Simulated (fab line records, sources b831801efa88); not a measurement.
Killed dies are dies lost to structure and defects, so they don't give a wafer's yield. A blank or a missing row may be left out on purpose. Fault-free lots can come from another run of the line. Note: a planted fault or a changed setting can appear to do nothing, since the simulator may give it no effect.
The tool behind it: which one? :: flow gf180mcu :: 12 lots (36 wafers sampled), 1 step of a 602-step route

## WHAT EACH GAUGE READ, for each wafer
GF_POLY_GATE_THK_MEAS_01.
lot: L075
measured: day 10 01:24
on: film-metro-01
POLY_GATE_CVD_00_THK (nm): 201.0 201.2 199.9

lot: L077
measured: day 10 16:27
on: film-metro-01
POLY_GATE_CVD_00_THK (nm): 198.8 198.6 199.0

lot: L079
measured: day 11 00:32
on: film-metro-03
POLY_GATE_CVD_00_THK (nm): 201.2 202.2 201.3

lot: L081
measured: day 11 14:13
on: film-metro-04
POLY_GATE_CVD_00_THK (nm): 198.3 200.1 198.2

lot: L083
measured: day 12 03:34
on: film-metro-04
POLY_GATE_CVD_00_THK (nm): 201.9 202.7 203.3

lot: L085
measured: day 12 13:38
on: film-metro-01
POLY_GATE_CVD_00_THK (nm): 200.5 200.4 202.5

lot: L087
measured: day 13 05:31
on: film-metro-04
POLY_GATE_CVD_00_THK (nm): 199.7 199.3 201.1

lot: L089
measured: day 13 18:38
on: film-metro-03
POLY_GATE_CVD_00_THK (nm): 201.1 201.2 199.7

lot: L091
measured: day 14 06:25
on: film-metro-04
POLY_GATE_CVD_00_THK (nm): 198.9 196.5 197.9

lot: L093
measured: day 14 19:32
on: film-metro-01
POLY_GATE_CVD_00_THK (nm): 200.5 199.9 200.6

lot: L095
measured: day 15 06:02
on: film-metro-04
POLY_GATE_CVD_00_THK (nm): 198.7 199.7 198.4

lot: L096
measured: day 15 18:11
on: film-metro-04
POLY_GATE_CVD_00_THK (nm): 198.0 198.0 196.1

## WHAT TOOL EACH LOT RAN ON (gives the tool, then ch and the chambers of the sampled wafers, and finally the start)
No process step before these readings appears in the record.

## THE ANSWER, worked out from the rows above alone
Rule: usual is defined by the lots themselves. The widest of any qualifying gaps counts: lots, ordered by their means at a reading, are off when they make up no more than a third of the lots, leave a main group of 4 or more, and stand apart from it by 3 or more times the standard deviation of that group's means. Not used: any main group whose means are identical at the precision the tables above print for the reading. Also off: a lot with no number at a reading for which 4 or more lots have one. Any other lot the step has rows for is counted as sound.
No lot is off at any reading shown: from this, nothing can be told.

## WHAT WAS PUT IN BY THE SIMULATOR
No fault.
